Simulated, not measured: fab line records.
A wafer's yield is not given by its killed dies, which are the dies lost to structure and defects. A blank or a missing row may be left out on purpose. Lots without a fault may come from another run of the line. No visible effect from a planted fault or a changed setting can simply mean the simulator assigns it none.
fab line records	flow sky130
record: lots: 13	wafers: 39	last-day: 50
route steps=708 shown SONOS_TUNNEL@166 LDD_HVP@280 LDD_LDN@296 SD_P@359
lots untouched by any fault: they come from a run of this same line in which no faults occurred
start-h: start of the lot's first displayed wafer, in hours after the record's first day	wait-h: hours from the lot's prior step to this one	" repeats the value in the row above	L1.1+2: several wafers, shown together as one row	- either no value or no given start	* or withheld: withheld	< > ~ a bound
route shown NAME@n: NAME is a module with steps in the file, n the number in the route of the first one	usual: mean/standard deviation taken from wafers without a fault	same: alike in all rows	chamber/n: place in a boat	sites: the reading at each site	_std_site: the standard deviation of these	_edge_site: outer sites' mean less inner sites'	radius-mm: for every site, how far away it sits from the centre of the wafer	mask NAME#n: copy n	behind: tool/chamber where the wafer was last shaped	hold: what put the lot on hold/how long, in hours/how the hold closed	device: the transistor (n, p or np) that didn't switch	end of line: the route-end tests of the same wafers	where a step has no rows: the recipe by itself	killed: dies lost to structure and defects at the first sort, not the wafer's yield	map: a wafer's dies, x killed, . not, _ none there
set.NAME: setting as actually run; set.NAME@STEP: the setting as run at that earlier step	model.NAME: the simulator's own value behind a step, which no gauge read
route steps across a sampled set of lots; one table per step, one row per wafer
services: a tool's chamber out of use, with start hour (start-h, from the record's first day; less than 0 if before it), hours out, and reason
== steps ==
step: SKY_SONOS_TUNNEL_TW_MEAS_12
usual: SONOS_TUNNEL_TW: 199.7/1.8
lot.wafer	tool	chamber	start-h	wait-h	SONOS_TUNNEL_TW
L211.2	film-metro-03	-	269.63	0.0	202.2
L211.4	"	-	"	"	201.5
L211.5	"	-	"	"	202.0
L212.1	film-metro-02	-	277.86	0.0	199.2
L212.2	"	-	"	"	198.5
L212.3	"	-	"	"	198.0
L213.2	film-metro-03	-	288.33	0.0	201.8
L213.3	"	-	"	"	202.9
L213.5	"	-	"	"	201.4
L214.1	film-metro-03	-	293.71	0.0	201.8
L214.4	"	-	"	"	201.9
L214.5	"	-	"	"	201.3
L216.2	film-metro-03	-	306.96	0.0	201.8
L216.3	"	-	"	"	201.8
L216.5	"	-	"	"	201.8
L218.1	film-metro-04	-	321.50	0.0	198.9
L218.4	"	-	"	"	198.1
L218.6	"	-	"	"	199.3
L220.1	film-metro-03	-	342.77	0.0	201.3
L220.3	"	-	"	"	200.8
L220.4	"	-	"	"	201.6
L221.1	film-metro-04	-	352.89	0.0	197.7
L221.2	"	-	"	"	198.6
L221.3	"	-	"	"	199.0
L224.1	film-metro-04	-	369.21	0.0	199.3
L224.2	"	-	"	"	199.1
L224.5	"	-	"	"	198.6
L227.1	film-metro-04	-	394.93	0.0	199.7
L227.2	"	-	"	"	199.1
L227.3	"	-	"	"	199.0
L229.1	film-metro-04	-	413.50	0.0	198.9
L229.3	"	-	"	"	199.4
L229.4	"	-	"	"	198.8
L230.2	film-metro-03	-	423.17	0.0	200.1
L230.3	"	-	"	"	199.4
L230.5	"	-	"	"	198.5
L231.1	film-metro-02	-	426.40	0.0	198.0
L231.5	"	-	"	"	195.6
L231.6	"	-	"	"	196.0
step: SKY_LDD_HVP_COAT_02
recipe: resist: NOVOLAK	spin-rpm: 3000	resist-thk-nm: 300
usual: spin-speed-rpm: 3000.1/1.8
lot.wafer	tool	chamber	start-h	wait-h	spin-speed-rpm
L211.2	litho-track-02	0	502.07	0.1	3000.7
L211.4	"	0	"	"	2997.0
L211.5	"	0	"	"	2997.3
L212.1	litho-track-03	0	511.34	0.1	2998.7
L212.2	"	0	"	"	3002.7
L212.3	"	0	"	"	3000.8
L213.2	litho-track-03	0	520.06	0.1	3002.8
L213.3	"	0	"	"	3003.0
L213.5	"	0	"	"	2999.2
L214.1	litho-track-02	0	531.80	0.1	3000.4
L214.4	"	0	"	"	3000.6
L214.5	"	0	"	"	2997.4
L216.2	litho-track-03	0	554.86	0.1	2944.2
L216.3	"	0	"	"	2941.9
L216.5	"	0	"	"	2944.0
L218.1	litho-track-01	0	559.73	0.1	3003.5
L218.4	"	0	"	"	2997.2
L218.6	"	0	"	"	2999.8
L220.1	litho-track-03	0	586.34	0.1	2942.0
L220.3	"	0	"	"	2943.5
L220.4	"	0	"	"	2946.5
L221.1	litho-track-03	0	597.54	0.1	2944.8
L221.2	"	0	"	"	2943.4
L221.3	"	0	"	"	2944.7
L224.1	litho-track-02	0	614.60	0.1	3001.3
L224.2	"	0	"	"	3002.0
L224.5	"	0	"	"	2999.3
L227.1	litho-track-02	0	638.60	0.1	2998.0
L227.2	"	0	"	"	2994.8
L227.3	"	0	"	"	2998.2
L229.1	litho-track-03	0	655.79	0.1	3001.2
L229.3	"	0	"	"	2999.3
L229.4	"	0	"	"	2996.0
L230.2	litho-track-01	0	664.70	0.1	2999.9
L230.3	"	0	"	"	3000.6
L230.5	"	0	"	"	2999.4
L231.1	litho-track-02	0	670.05	0.1	2999.6
L231.5	"	0	"	"	3001.0
L231.6	"	0	"	"	2999.2
step: SKY_LDD_HVP_STRIP_09
recipe: chemistry: O2/N2	power-w: 1400	pressure-mtorr: 1500	platen-temp-c: withheld	o2-flow-sccm: 3000	n2-flow-sccm: 300	overash-fraction: 0.5
usual: drypump-motor-current-A: 5.6/0.41	n2-flow-sccm: 300.1/0.88	oes-product-au: 0.409/0.0043	strip-time-to-endpoint-s: 4.135/0.015
lot.wafer	tool	chamber	start-h	wait-h	drypump-motor-current-A	n2-flow-sccm	oes-product-au	rf-hours-counter-h	strip-time-to-endpoint-s
L211.2	plasma-asher-03	1	517.92	0.1	5.2	299.4	0.418	67	4.145
L211.4	"	1	"	"	5.2	300.4	0.418	-	4.131
L211.5	"	0	"	"	5.3	299.1	0.406	-	4.127
L212.1	plasma-asher-02	0	527.53	0.1	5.6	300.8	0.409	84	4.142
L212.2	"	1	"	"	6.4	300.9	0.404	84	4.160
L212.3	"	1	"	"	6.4	300.8	0.411	-	4.155
L213.2	plasma-asher-03	0	535.68	0.1	5.3	301.1	0.406	69	4.134
L213.3	"	1	"	"	5.2	300.4	0.410	-	4.135
L213.5	"	1	"	"	5.2	300.9	0.404	-	4.141
L214.1	plasma-asher-04	1	546.82	0.1	5.8	299.7	0.410	42	4.136
L214.4	"	0	"	"	5.7	301.7	0.419	-	4.139
L214.5	"	1	"	"	5.7	299.8	0.403	-	4.155
L216.2	plasma-asher-03	1	570.12	0.1	5.2	300.3	0.406	72	4.155
L216.3	"	0	"	"	5.3	299.5	0.408	-	4.183
L216.5	"	0	"	"	5.3	300.6	0.412	-	4.178
L218.1	plasma-asher-03	0	575.07	0.1	5.3	301.9	0.410	73	4.124
L218.4	"	0	"	"	5.3	301.5	0.407	-	4.122
L218.6	"	0	"	"	5.3	299.8	0.412	-	4.125
L220.1	plasma-asher-04	1	601.03	0.1	5.8	301.7	0.409	46	4.180
L220.3	"	1	"	"	5.8	301.0	0.409	-	4.221
L220.4	"	0	"	"	5.7	300.8	0.411	-	4.183
L221.1	plasma-asher-02	0	612.42	0.1	5.6	299.7	0.413	93	4.192
L221.2	"	1	"	"	6.4	299.4	0.407	93	4.186
L221.3	"	1	"	"	6.4	300.4	0.409	-	4.184
L224.1	plasma-asher-02	0	629.62	0.1	5.6	299.2	0.410	95	4.112
L224.2	"	1	"	"	6.4	299.9	0.403	95	4.122
L224.5	"	1	"	"	6.4	299.8	0.414	-	4.123
L227.1	plasma-asher-03	0	653.57	0.1	5.3	302.0	0.413	80	4.126
L227.2	"	1	"	"	5.2	299.2	0.401	80	4.124
L227.3	"	1	"	"	5.2	299.3	0.410	-	4.130
L229.1	plasma-asher-04	1	669.77	0.1	5.8	300.3	0.407	52	4.125
L229.3	"	0	"	"	5.7	299.9	0.410	-	4.107
L229.4	"	1	"	"	5.7	300.1	0.406	-	4.129
L230.2	plasma-asher-02	0	679.17	0.1	5.7	300.3	0.410	100	4.161
L230.3	"	1	"	"	6.4	300.5	0.408	-	4.147
L230.5	"	1	"	"	6.4	299.9	0.412	-	4.142
L231.1	plasma-asher-02	0	684.47	0.1	5.6	299.5	0.409	100	4.125
L231.5	"	1	"	"	6.4	301.0	0.404	-	4.123
L231.6	"	0	"	"	5.6	299.0	0.410	-	4.118
step: SKY_LDD_LDN_OVL_MEAS_07
usual: LDD_LDN_OVL: 1.4/1.3
lot.wafer	tool	chamber	start-h	wait-h	LDD_LDN_OVL[nm]
L211.2	overlay-02	-	548.94	0.1	0.1
L211.4	"	-	"	"	0.0
L211.5	"	-	"	"	1.8
L212.1	overlay-02	-	558.20	0.1	-1.4
L212.2	"	-	"	"	0.0
L212.3	"	-	"	"	-0.8
L213.2	overlay-01	-	566.55	0.1	2.7
L213.3	"	-	"	"	2.2
L213.5	"	-	"	"	2.8
L214.1	overlay-02	-	576.49	0.1	3.2
L214.4	"	-	"	"	2.4
L214.5	"	-	"	"	2.4
L216.2	overlay-02	-	600.25	0.1	2.9
L216.3	"	-	"	"	4.2
L216.5	"	-	"	"	3.6
L218.1	overlay-01	-	605.19	0.1	0.7
L218.4	"	-	"	"	0.2
L218.6	"	-	"	"	-0.7
L220.1	overlay-02	-	629.35	0.1	0.8
L220.3	"	-	"	"	-0.8
L220.4	"	-	"	"	-0.5
L221.1	overlay-02	-	642.39	0.1	4.3
L221.2	"	-	"	"	2.5
L221.3	"	-	"	"	3.6
L224.1	overlay-01	-	658.75	0.1	-0.1
L224.2	"	-	"	"	0.7
L224.5	"	-	"	"	-0.8
L227.1	overlay-01	-	681.10	0.1	0.0
L227.2	"	-	"	"	0.2
L227.3	"	-	"	"	1.7
L229.1	overlay-01	-	697.65	0.1	-0.4
L229.3	"	-	"	"	0.5
L229.4	"	-	"	"	-0.3
L230.2	overlay-02	-	705.89	0.1	-0.5
L230.3	"	-	"	"	-0.5
L230.5	"	-	"	"	-0.8
L231.1	overlay-01	-	712.29	0.1	2.2
L231.5	"	-	"	"	1.8
L231.6	"	-	"	"	1.6
step: SKY_SD_N_RS_MEAS_17
recipe: thk-meas-gauge: four-point-probe
usual: SD_P_RS: 147.2/0.43
lot.wafer	tool	chamber	start-h	wait-h	SD_P_RS[ohm/sq]
L211.2	film-metro-02	-	669.53	0.1	148.3
L211.4	"	-	"	"	148.0
L211.5	"	-	"	"	148.3
L212.1	film-metro-04	-	678.36	0.1	146.8
L212.2	"	-	"	"	147.0
L212.3	"	-	"	"	147.2
L213.2	film-metro-02	-	686.17	0.1	146.9
L213.3	"	-	"	"	146.8
L213.5	"	-	"	"	147.1
L214.1	film-metro-01	-	695.75	0.1	147.0
L214.4	"	-	"	"	147.3
L214.5	"	-	"	"	146.9
L216.2	film-metro-04	-	718.93	0.1	147.2
L216.3	"	-	"	"	147.2
L216.5	"	-	"	"	147.3
L218.1	film-metro-04	-	723.36	0.1	146.9
L218.4	"	-	"	"	147.2
L218.6	"	-	"	"	147.2
L220.1	film-metro-02	-	745.41	0.1	147.3
L220.3	"	-	"	"	147.5
L220.4	"	-	"	"	147.3
L221.1	film-metro-01	-	756.95	0.1	147.8
L221.2	"	-	"	"	147.5
L221.3	"	-	"	"	147.3
L224.1	film-metro-04	-	773.26	0.1	146.5
L224.2	"	-	"	"	146.9
L224.5	"	-	"	"	146.4
L227.1	film-metro-02	-	793.21	0.1	147.5
L227.2	"	-	"	"	147.7
L227.3	"	-	"	"	147.2
L229.1	film-metro-02	-	811.65	0.1	147.3
L229.3	"	-	"	"	147.3
L229.4	"	-	"	"	146.9
L230.2	film-metro-04	-	817.55	0.1	147.7
L230.3	"	-	"	"	147.1
L230.5	"	-	"	"	147.3
L231.1	film-metro-02	-	822.96	0.1	146.6
L231.5	"	-	"	"	147.0
L231.6	"	-	"	"	147.3
== services ==
tool	chamber	start-h	hours	kind
plasma-asher-02	-	511.87	14.6	pm
plasma-asher-04	-	570.64	15.6	pm
plasma-asher-03	-	587.34	13.0	repair
plasma-asher-02	-	616.29	1.5	repair
plasma-asher-03	-	670.19	0.3	repair
== key ==
first-sign: step: SKY_LDD_HVP_COAT_02	reading: spin-speed-rpm	direction: down	sigmas: 31	usual: 3000.1	struck: 2943.9
effect: step: SKY_LDD_HVP_STRIP_09	reading: strip-time-to-endpoint-s	direction: up	sigmas: 3.2	usual: *	struck: *
met-at SKY_LDD_HVP_COAT_02
struck-lots L216,L220,L221
tester-left-out L216,L220,L221
not-acting-at SKY_SONOS_TUNNEL_TW_MEAS_12,SKY_LDD_LDN_OVL_MEAS_07,SKY_SD_N_RS_MEAS_17
onset-between 520.06 554.86
fault: kind: process-parameter-drift	tool: litho-track-03	chamber: -	onset-h: 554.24	steps: SKY_LDD_HVP_COAT_02	channel: spin-rpm	offset: -54.954	shape: step	end-h: 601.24	acts-in: these-recipes-only	stated: 3000
tester-left-out: of these lots the tester's yield and bins aren't shown, on N5 and GAA mostly nor the transistor test; their killed dies are dies lost to structure and defects alone, not to doping, threshold or leakage, so they don't give the yield
